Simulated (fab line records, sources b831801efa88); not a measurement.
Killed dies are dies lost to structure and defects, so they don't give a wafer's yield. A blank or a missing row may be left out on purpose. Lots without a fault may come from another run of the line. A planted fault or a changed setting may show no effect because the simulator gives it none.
fab line records | flow gf180mcu
record lots=10 wafers=30 last_day=34
route steps=602 shown V5@556 TOP_METAL@569 PASSIVATION@598
lots that met no fault: from a run of the same line without faults
start_h: hours from the record's first day to the start of the lot's first wafer shown | wait_h: hours since the lot's step before | " the same as in the row above | L1.1+2: a row that stands for several wafers | - no value, or no start given | * or withheld: withheld | < > ~ a bound
route shown NAME@n: a module of which the file shows steps, and the number in the route of the first | usual: mean/standard deviation of fault-free wafers | same: alike in all rows | chamber/n: place in a boat | sites: the reading at each site | _std_site: their standard deviation | _edge_site: outer sites' mean less inner sites' | radius_mm: how far each site lies from the wafer's centre | mask NAME#n: copy n | behind: the tool/chamber that last shaped the wafer | hold: why the lot was held/for how many hours/how that ended | device: the transistor (n, p or np) that didn't switch | end of line: the same wafers' tests at the end of the route | a step without rows: its recipe alone | killed: dies lost to structure and defects at the first sort, not the wafer's yield | map: a wafer's dies, x killed, . not, _ none there
set.NAME: the setting as run; set.NAME@STEP: as run at that earlier step | model.NAME: the simulator's own value behind a step, which no gauge read
steps of the route over a sample of lots; a table a step, a row a wafer
services: from which hour (start_h, from the record's first day; less than 0 if before it) a tool's chamber was out of use, for how many hours, and why
## steps
# step GF_V5_ETCH_16
# recipe chemistry=N2/H2 target_depth_a=withheld overetch_a=withheld time_s=withheld target=BARC ion_energy_ev=200 source_w=500 bias_w=100 pressure_mtorr=30 n2_flow_sccm=100 h2_flow_sccm=200
# usual drypump_motor_current_A=5.66/0.27 oes_product_au=0.855/0.0051 throttle_valve_pct=13.226/0.0086
# columns lot.wafer tool chamber start_h wait_h drypump_motor_current_A oes_product_au throttle_valve_pct
L667.1 rie_diel-04 0 644.71 0.0 6.25 0.852 13.226
L667.3 " 1 " " 5.62 0.855 13.228
L667.5 " 2 " " 5.19 0.848 13.241
L670.3 rie_diel-01 1 661.45 0.0 5.34 0.854 13.214
L670.4 " 2 " " 5.55 0.850 13.212
L670.6 " 1 " " 5.33 0.857 13.219
L671.1 rie_diel-03 0 675.44 0.0 5.91 0.857 13.217
L671.2 " 2 " " 5.71 0.852 13.218
L671.6 " 2 " " 5.71 0.851 13.235
L675.1 rie_diel-03 1 702.39 0.0 5.48 0.855 13.233
L675.2 " 0 " " 5.89 0.861 13.219
L675.6 " 2 " " 5.74 0.858 13.231
L678.1 rie_diel-01 3 731.86 0.0 5.37 0.860 13.232
L678.4 " 0 " " 5.70 0.855 13.218
L678.6 " 2 " " 5.54 0.850 13.232
L680.1 rie_diel-04 0 738.03 0.0 6.24 0.852 13.229
L680.2 " 3 " " 5.63 0.851 13.218
L680.4 " 1 " " 5.59 0.855 13.228
L682.1 rie_diel-04 1 747.16 0.0 5.62 0.853 13.220
L682.2 " 3 " " 5.60 0.850 13.220
L682.3 " 2 " " 5.20 0.854 13.227
L685.1 rie_diel-01 3 764.20 0.0 5.38 0.856 13.240
L685.5 " 2 " " 5.51 0.860 13.224
L685.6 " 0 " " 5.75 0.848 13.222
L686.1 rie_diel-01 3 773.16 0.0 5.34 0.852 13.234
L686.2 " 0 " " 5.75 0.861 13.228
L686.4 " 3 " " 5.34 0.851 13.218
L688.2 rie_diel-04 1 785.46 0.0 5.61 0.854 13.236
L688.3 " 3 " " 5.59 0.850 13.215
L688.4 " 0 " " 6.25 0.859 13.228
# step GF_TOP_METAL_SPUTTER_02
# recipe material=AlCu target_thk_nm=900 power_w=10600 chamber_pressure_pa=0.3 substrate_temp_c=250 gas=Ar time_s=47.82
# usual cathode_dc_power_W=10600/1.8 substrate_temp_c=249.99/0.19 throttle_valve_pct=30.8/0.9
# columns lot.wafer tool chamber start_h wait_h cathode_dc_power_W substrate_temp_c throttle_valve_pct
L667.1 pvd_sputter-04 - 646.23 0.0 10601 249.93 29.1
L667.3 " - " " 10598 249.68 30.1
L667.5 " - " " 10599 250.02 31.7
L670.3 pvd_sputter-01 - 663.30 0.0 10602 249.70 31.6
L670.4 " - " " 10603 250.00 30.2
L670.6 " - " " 10601 250.17 30.1
L671.1 pvd_sputter-04 - 676.95 0.0 10598 249.88 30.1
L671.2 " - " " 10206 250.06 31.3
L671.6 " - " " 10599 250.00 31.5
L675.1 pvd_sputter-01 - 703.93 0.0 10601 250.02 30.7
L675.2 " - " " 10599 249.74 30.6
L675.6 " - " " 10597 250.03 30.6
L678.1 pvd_sputter-02 - 733.37 0.0 10601 249.87 31.5
L678.4 " - " " 10597 250.02 31.6
L678.6 " - " " 10600 250.24 31.8
L680.1 pvd_sputter-02 - 739.54 0.0 10598 249.86 30.4
L680.2 " - " " 10600 249.87 31.8
L680.4 " - " " 10600 249.71 31.1
L682.1 pvd_sputter-02 - 748.67 0.0 10603 250.08 31.8
L682.2 " - " " 10602 250.19 31.7
L682.3 " - " " 10599 249.80 31.5
L685.1 pvd_sputter-02 - 765.79 0.0 10597 249.70 31.4
L685.5 " - " " 10600 250.04 31.5
L685.6 " - " " 10603 250.01 31.7
L686.1 pvd_sputter-02 - 774.82 0.0 10599 250.15 30.1
L686.2 " - " " 10601 249.99 31.5
L686.4 " - " " 10601 250.45 31.6
L688.2 pvd_sputter-04 - 787.06 0.0 10601 249.96 28.8
L688.3 " - " " 10601 249.76 31.4
L688.4 " - " " 10599 249.90 31.9
# step GF_TOP_METAL_RS_MEAS_05
# recipe thk_meas_gauge=four-point-probe reads=TiN_of_TOP_METAL_SPUTTER_04+Ti_of_TOP_METAL_SPUTTER_03+AlCu_of_TOP_METAL_SPUTTER_02+TiN_of_TOP_METAL_SPUTTER_01+Ti_of_TOP_METAL_SPUTTER_00
# usual TOP_METAL_ALCU_RS=0.0325/0.00045
# columns lot.wafer tool chamber start_h wait_h TOP_METAL_ALCU_RS[ohm/sq]
L667.1 film_metro-01 - 646.32 0.0 0.0324
L667.3 " - " " 0.0321
L667.5 " - " " 0.0321
L670.3 film_metro-01 - 663.43 0.1 0.0329
L670.4 " - " " 0.0328
L670.6 " - " " 0.0327
L671.1 film_metro-01 - 677.04 0.0 0.0327
L671.2 " - " " 0.0342
L671.6 " - " " 0.0326
L675.1 film_metro-02 - 704.02 0.0 0.0325
L675.2 " - " " 0.0324
L675.6 " - " " 0.0322
L678.1 film_metro-04 - 733.46 0.0 0.0318
L678.4 " - " " 0.0321
L678.6 " - " " 0.0321
L680.1 film_metro-04 - 739.63 0.0 0.0314
L680.2 " - " " 0.0314
L680.4 " - " " 0.0319
L682.1 film_metro-01 - 748.76 0.0 0.0318
L682.2 " - " " 0.0322
L682.3 " - " " 0.0321
L685.1 film_metro-01 - 765.88 0.0 0.0328
L685.5 " - " " 0.0327
L685.6 " - " " 0.0329
L686.1 film_metro-01 - 775.00 0.0 0.0321
L686.2 " - " " 0.0325
L686.4 " - " " 0.0324
L688.2 film_metro-01 - 787.17 0.0 0.0328
L688.3 " - " " 0.0325
L688.4 " - " " 0.0329
# step GF_TOP_METAL_THK_MEAS_06
# recipe thk_meas_gauge=xrf reads=AlCu_of_TOP_METAL_SPUTTER_02
# usual TOP_METAL_ALCU_THK=895/13
# columns lot.wafer tool chamber start_h wait_h TOP_METAL_ALCU_THK[nm]
L667.1 film_metro-01 - 646.44 0.1 906
L667.3 " - " " 910
L667.5 " - " " 907
L670.3 film_metro-01 - 663.53 0.1 889
L670.4 " - " " 891
L670.6 " - " " 889
L671.1 film_metro-01 - 677.16 0.1 891
L671.2 " - " " 854
L671.6 " - " " 899
L675.1 film_metro-02 - 704.14 0.1 891
L675.2 " - " " 892
L675.6 " - " " 903
L678.1 film_metro-04 - 733.58 0.1 911
L678.4 " - " " 905
L678.6 " - " " 908
L680.1 film_metro-04 - 739.75 0.1 924
L680.2 " - " " 928
L680.4 " - " " 912
L682.1 film_metro-01 - 748.88 0.1 918
L682.2 " - " " 910
L682.3 " - " " 911
L685.1 film_metro-01 - 766.00 0.1 891
L685.5 " - " " 893
L685.6 " - " " 889
L686.1 film_metro-01 - 775.12 0.1 911
L686.2 " - " " 893
L686.4 " - " " 899
L688.2 film_metro-01 - 787.28 0.1 889
L688.3 " - " " 899
L688.4 " - " " 881
# step GF_TOP_METAL_CD_MEAS_14
# recipe target_cd_nm=440
# usual cd_nm=440.3/2
# columns lot.wafer tool chamber start_h wait_h cd_nm
L667.1 cd_sem-01 - 665.67 0.1 444.0
L667.3 " - " " 441.6
L667.5 " - " " 441.5
L670.3 cd_sem-02 - 682.64 0.1 440.9
L670.4 " - " " 440.6
L670.6 " - " " 441.0
L671.1 cd_sem-01 - 695.47 0.1 443.8
L671.2 " - " " 443.3
L671.6 " - " " 442.6
L675.1 cd_sem-02 - 721.87 0.1 443.1
L675.2 " - " " 441.3
L675.6 " - " " 442.4
L678.1 cd_sem-02 - 750.32 0.1 441.1
L678.4 " - " " 439.8
L678.6 " - " " 439.4
L680.1 cd_sem-02 - 755.41 0.1 439.1
L680.2 " - " " 440.3
L680.4 " - " " 440.2
L682.1 cd_sem-02 - 765.31 0.1 440.3
L682.2 " - " " 437.2
L682.3 " - " " 440.8
L685.1 cd_sem-02 - 780.31 0.1 441.6
L685.5 " - " " 442.7
L685.6 " - " " 440.9
L686.1 cd_sem-01 - 790.46 0.1 437.4
L686.2 " - " " 440.5
L686.4 " - " " 438.5
L688.2 cd_sem-02 - 802.64 0.1 439.2
L688.3 " - " " 438.8
L688.4 " - " " 439.2
# step GF_TOP_METAL_METAL_ETCH_16
# recipe chemistry=Cl2/BCl3 mask_material=NOVOLAK target_depth_nm=1077.5 stop_on=SiO2 pressure_mtorr=8 icp_w=800 bias_w=140 Cl2_flow_sccm=80 bcl3_flow_sccm=40 time_s=179.6
# usual drypump_motor_current_A=5.5/0.44 oes_product_au=0.969/0.0077 throttle_valve_pct=28.253/0.01
# columns lot.wafer tool chamber start_h wait_h drypump_motor_current_A oes_product_au rf_hours_counter_h throttle_valve_pct
L667.1 rie_metal-01 1 665.83 0.0 5.0 0.966 1 28.235
L667.3 " 1 " " 5.0 0.974 - 28.253
L667.5 " 1 " " 5.1 0.973 - 28.255
L670.3 rie_metal-02 1 682.81 0.1 6.2 0.965 - 28.266
L670.4 " 0 " " 5.7 0.959 - 28.262
L670.6 " 1 " " 6.2 0.970 - 28.260
L671.1 rie_metal-01 1 695.63 0.0 5.0 0.969 2 28.257
L671.2 " 0 " " 6.3 0.939 13 28.265
L671.6 " 0 " " 6.2 0.972 - 28.264
L675.1 rie_metal-02 1 722.03 0.0 6.2 0.963 5 28.254
L675.2 " 0 " " 5.7 0.975 10 28.243
L675.6 " 1 " " 6.2 0.979 - 28.245
L678.1 rie_metal-01 1 750.48 0.0 5.1 0.979 6 28.246
L678.4 " 1 " " 5.0 0.981 - 28.245
L678.6 " 1 " " 5.0 0.969 - 28.249
L680.1 rie_metal-01 1 755.56 0.0 5.1 0.977 7 28.257
L680.2 " 1 " " 5.1 0.984 - 28.250
L680.4 " 1 " " 5.0 0.975 - 28.246
L682.1 rie_metal-02 0 765.46 0.0 5.7 0.973 12 28.246
L682.2 " 0 " " 5.8 0.978 - 28.241
L682.3 " 0 " " 5.7 0.974 - 28.251
L685.1 rie_metal-02 0 780.46 0.0 5.7 0.962 14 28.247
L685.5 " 0 " " 5.7 0.962 - 28.262
L685.6 " 0 " " 5.7 0.963 - 28.262
L686.1 rie_metal-02 0 790.61 0.0 5.7 0.980 15 28.274
L686.2 " 0 " " 5.7 0.967 - 28.237
L686.4 " 0 " " 5.7 0.970 - 28.237
L688.2 rie_metal-04 1 802.78 0.0 5.5 0.965 2 28.242
L688.3 " 1 " " 5.5 0.973 - 28.242
L688.4 " 0 " " 5.7 0.969 - 28.260
# step GF_PASSIVATION_ETCH_11
# recipe chemistry=CF4/O2 target_depth_nm=1800 stop_on=TiN source_w=800 bias_w=150 pressure_mtorr=150 cf4_flow_sccm=80 O2_flow_sccm=10 time_s=400
# usual drypump_motor_current_A=5.7/0.3 oes_product_au=0.963/0.0073 throttle_valve_pct=5.960/0.0093
# columns lot.wafer tool chamber start_h wait_h drypump_motor_current_A oes_product_au rf_hours_counter_h throttle_valve_pct
L667.1 rie_diel-03 0 685.61 - 5.9 0.956 8 5.947
L667.3 " 1 " " 5.5 0.957 0 5.951
L667.5 " 1 " " 5.4 0.965 - 5.937
L670.3 rie_diel-03 1 703.18 - 5.5 0.968 1 5.947
L670.4 " 2 " " 5.7 0.963 47 5.954
L670.6 " 2 " " 5.7 0.964 - 5.955
L671.1 rie_diel-04 1 714.16 - 5.6 0.956 4 5.969
L671.2 " 3 " " 5.6 0.966 18 5.960
L671.6 " 0 " " 6.2 0.968 - 5.953
L675.1 rie_diel-04 3 740.41 - 5.6 0.962 20 5.960
L675.2 " 2 " " 5.2 0.954 3 5.969
L675.6 " 0 " " 6.2 0.961 - 5.957
L678.1 rie_diel-04 1 767.67 - 5.7 0.955 6 5.944
L678.4 " 2 " " 5.2 0.969 4 5.973
L678.6 " 1 " " 5.6 0.964 - 5.962
L680.1 rie_diel-03 2 776.46 - 5.7 0.961 1 5.967
L680.2 " 1 " " 5.5 0.967 4 5.940
L680.4 " 0 " " 5.9 0.959 12 5.951
L682.1 rie_diel-04 0 782.18 - 6.2 0.958 9 5.956
L682.2 " 1 " " 5.6 0.956 7 5.958
L682.3 " 2 " " 5.2 0.963 5 5.968
L685.1 rie_diel-04 2 797.41 - 5.2 0.954 6 5.944
L685.5 " 0 " " 6.2 0.952 - 5.959
L685.6 " 3 " " 5.6 0.954 - 5.964
L686.1 rie_diel-03 2 806.32 - 5.7 0.954 2 5.948
L686.2 " 3 " " 5.8 0.959 5 5.940
L686.4 " 2 " " 5.7 0.978 - 5.944
L688.2 rie_diel-02 3 817.76 - 5.5 0.964 36 5.965
L688.3 " 2 " " 5.2 0.965 33 5.950
L688.4 " 0 " " 5.9 0.977 29 5.968
## services
# columns tool chamber start_h hours kind
rie_diel-04 2 648.72 - clean
rie_diel-04 2 648.72 22.3 scheduled_down
rie_diel-04 2 648.72 22.3 vent_cycle
pvd_sputter-02 - 649.45 1.7 repair
rie_diel-03 2 649.83 10.0 repair
rie_diel-03 1 659.84 - clean
rie_diel-03 1 659.84 19.8 scheduled_down
pvd_sputter-02 - 673.94 5.4 repair
rie_metal-02 - 676.41 0.4 repair
rie_diel-01 - 697.30 0.1 repair
rie_metal-01 0 699.67 2.9 repair
pvd_sputter-04 - 713.63 0.9 repair
rie_diel-04 1 717.12 6.2 repair
rie_diel-01 - 719.55 0.8 repair
rie_diel-02 1 733.79 16.5 repair
rie_metal-02 0 737.84 2.3 repair
rie_metal-02 1 738.67 52.4 repair
rie_diel-02 3 739.46 3.0 repair
rie_diel-04 - 741.88 0.7 repair
rie_metal-02 - 746.39 14.6 pm
rie_diel-02 0 759.33 4.1 repair
rie_diel-02 0 768.02 1.3 repair
rie_diel-02 3 791.06 9.8 repair
pvd_sputter-01 - 807.07 0.7 repair
## key
first_sign step=GF_TOP_METAL_SPUTTER_02 reading=cathode_dc_power_W direction=down sigmas=99+ usual=10600 struck=10206
effect step=GF_TOP_METAL_RS_MEAS_05 reading=TOP_METAL_ALCU_RS direction=up sigmas=3.8 usual=0.0325 struck=0.0342
effect step=GF_TOP_METAL_THK_MEAS_06 reading=TOP_METAL_ALCU_THK direction=down sigmas=3.2 usual=895 struck=854
effect step=GF_TOP_METAL_METAL_ETCH_16 reading=oes_product_au direction=down sigmas=3.9 usual=0.969 struck=0.939
met_at GF_TOP_METAL_SPUTTER_02
struck_lots L671
struck_wafers L671.2
not_acting_at GF_V5_ETCH_16,GF_TOP_METAL_CD_MEAS_14,GF_PASSIVATION_ETCH_11
onset_between 646.23 676.95
fault kind=process_parameter_drift tool=pvd_sputter-04 chamber=- onset_h=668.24 steps=GF_TOP_METAL_SPUTTER_02 channel=power_w offset=-393.64 shape=step end_h=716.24 acts_in=these_recipes_only stated=10600 scope=struck_wafers_only
